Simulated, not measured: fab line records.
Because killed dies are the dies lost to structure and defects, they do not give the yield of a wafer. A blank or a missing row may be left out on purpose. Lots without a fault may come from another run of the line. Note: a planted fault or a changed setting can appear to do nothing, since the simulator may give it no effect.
Problem report, 8D (eight disciplines) form, completed by code | flow gf180mcu | the parts of the form that need people (team, actions taken, sign-off) are left out

## 1. WHAT IS WRONG
Mean NSD_RS at GF_PSD_RS_MEAS_14: 41.80 ohm/sq over 6 wafers in 2 lots; fault-free wafers: 46.09 ohm/sq, standard deviation 0.08. That puts it -54 standard deviations away from the usual mean.
The step: measures by four-point-probe.
First observed at day 17 16:10: wafer L749.2, on film-metro-02. Wafers with a number at this step in the record: 39, from 13 lots. Rule for "out", or "out of limits": more than 4 standard deviations from the usual mean. The rest of the wafers with a number are treated as sound.

## 2. WHAT IT IS; WHAT IT IS NOT
question                    | is                     | is not
which readings at this step | NSD_RS                 | -
which lots                  | L749, L751             | L740, L741, L742, L743, L744, L750, L756, L757, L758, L761, L763
which wafers of those lots  | all that have a number | -
read on which gauges        | film-metro-02          | film-metro-01, film-metro-03
when                        | from day 17 16:10      | up to then (15 sound wafers); but 18 sound wafers of L750, L756, L757, L758, L761, L763 came after

## 3. THE SUSPECTS, EACH WITH WHAT RULES IT OUT
Counting: any tool at a process step up to the reading is kept as a suspect provided that every lot that is out went through it and no sound lot did after the first of them.
- the gauge at GF_PSD_RS_MEAS_14 is ruled out. All the wafers that are out were read on film-metro-02, but those of them that GF_PSD_RTA_13 has rows for are out there too, on other tools.
- rtp-anneal-02 at GF_PSD_RTA_13 (time 20 s): ruled out as a lasting fault. The sound lots L758, L763 went through it after L749, its earliest lot that is out (day 17 16:04).
Left after counting: nothing in the record.

## 4. THE CAUSE (what the simulator had put in)
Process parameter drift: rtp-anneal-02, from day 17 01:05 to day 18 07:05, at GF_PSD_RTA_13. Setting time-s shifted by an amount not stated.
Counting ruled it out, wrongly: the rule takes a fault to strike every lot that its tool runs from its start on, and this one did not.

## 5. SEQUENCE OF EFFECTS, ordered by route
Rows list readings where the struck wafers' mean (over those with a number) sits beyond 3 standard deviations from the usual. Only readings for which the record gives a usual standard deviation are gone through. hours: the time from each lot's start at the first step in this table that gives one to its start at this step, as a median over the lots. sigmas: the change in usual standard deviations.
hours | step              | reading      | usual         | on struck wafers | change | sigmas
0     | GF_PSD_RTA_13     | run-length-s | 48.26 s       | 72.32            | +24.06 | +99 or more
0     | GF_PSD_RS_MEAS_14 | NSD_RS       | 46.09 ohm/sq  | 41.80            | -4.29  | -54
0     | GF_PSD_RS_MEAS_15 | PSD_RS       | 108.43 ohm/sq | 100.88           | -7.55  | -28
Process steps it contains:
- GF_PSD_RTA_13: time 20 s.
At these later measuring or inspecting steps, every struck wafer for which the step has a row has a number for every such reading, and none has moved that far: GF_V1_THK_MEAS_03, GF_M3_CD_MEAS_14.

## 6. WHAT WOULD HAVE CAUGHT IT SOONER
In this record the first reading out of limits at a measuring or inspecting step was taken at day 17 16:10, 15 hours after the fault began at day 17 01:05.
Tool's own readings at GF_PSD_RTA_13, run-length-s: out on all struck wafers the step has rows for; an alarm limit on them would have tripped on the first.
